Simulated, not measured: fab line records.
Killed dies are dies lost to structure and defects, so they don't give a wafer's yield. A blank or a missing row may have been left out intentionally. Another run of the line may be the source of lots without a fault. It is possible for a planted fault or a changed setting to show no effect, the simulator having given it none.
Which tool did it? + flow gf180mcu + 7 lots, 20 wafers sampled, at 2 steps of a route of 602

WHAT THE GAUGES SHOWED, per wafer
GF_PSD_CD_MEAS_07: target cd 400 nm.
| lot  | measured     | on        | cd-nm (nm)        |
|------|--------------|-----------|-------------------|
| L127 | day 14 14:39 | cd-sem-02 | 402.7 402.9 399.4 |
| L129 | day 15 06:25 | cd-sem-01 | 399.2 398.3 397.7 |
| L131 | day 16 01:46 | cd-sem-02 | 402.4 403.0 402.1 |
| L136 | day 17 18:02 | cd-sem-02 | 398.1 399.2 397.2 |
| L140 | day 19 05:04 | cd-sem-02 | 400.2 425.5       |
| L143 | day 20 00:41 | cd-sem-01 | 400.1 400.4 399.1 |
| L147 | day 21 14:49 | cd-sem-01 | 400.3 399.4 403.3 |

TOOL THAT RAN EACH LOT (tool first, then ch and the chambers of the sampled wafers, then the start)
| lot  | GF_PSD_DEVELOP_06                 |
|------|-----------------------------------|
| L127 | litho-track-04 ch 0, day 14 14:31 |
| L129 | litho-track-04 ch 0, day 15 06:16 |
| L131 | litho-track-03 ch 0, day 16 01:37 |
| L136 | litho-track-04 ch 0, day 17 17:53 |
| L140 | litho-track-03 ch 0, day 19 04:55 |
| L143 | litho-track-01 ch 0, day 20 00:32 |
| L147 | litho-track-04 ch 0, day 21 14:40 |
- GF_PSD_DEVELOP_06: develop time 60 s.

THE ANSWER, worked out from the rows above alone
Rule: usual is defined by the lots themselves. Put in order of their means at a reading, lots are off if they are a third of the lots or fewer, leave a main group of 4 or more, and stand apart from it by a gap of 3 or more times the standard deviation of the main group's means; of several such gaps the widest counts. A main group whose means are all the same, to the digits that the tables above print for the reading, isn't used. A lot without any number at a reading at which 4 lots or more have one is off too. Any other lot the step has rows for is counted as sound.
Off: L140, at GF_PSD_CD_MEAS_07 (cd-nm). For the main group the mean is 400.3 nm and the standard deviation 1.6.
A tool fits if, at a process step before that reading, it ran every lot that is off, and no sound lot after the first of them. Those tools and the gauges at GF_PSD_CD_MEAS_07 are tried in the same way. This does not decide it: 2 tools fit, namely litho-track-03 at GF_PSD_DEVELOP_06 and cd-sem-02 at GF_PSD_CD_MEAS_07.

WHAT THE SIMULATOR HAD PUT IN
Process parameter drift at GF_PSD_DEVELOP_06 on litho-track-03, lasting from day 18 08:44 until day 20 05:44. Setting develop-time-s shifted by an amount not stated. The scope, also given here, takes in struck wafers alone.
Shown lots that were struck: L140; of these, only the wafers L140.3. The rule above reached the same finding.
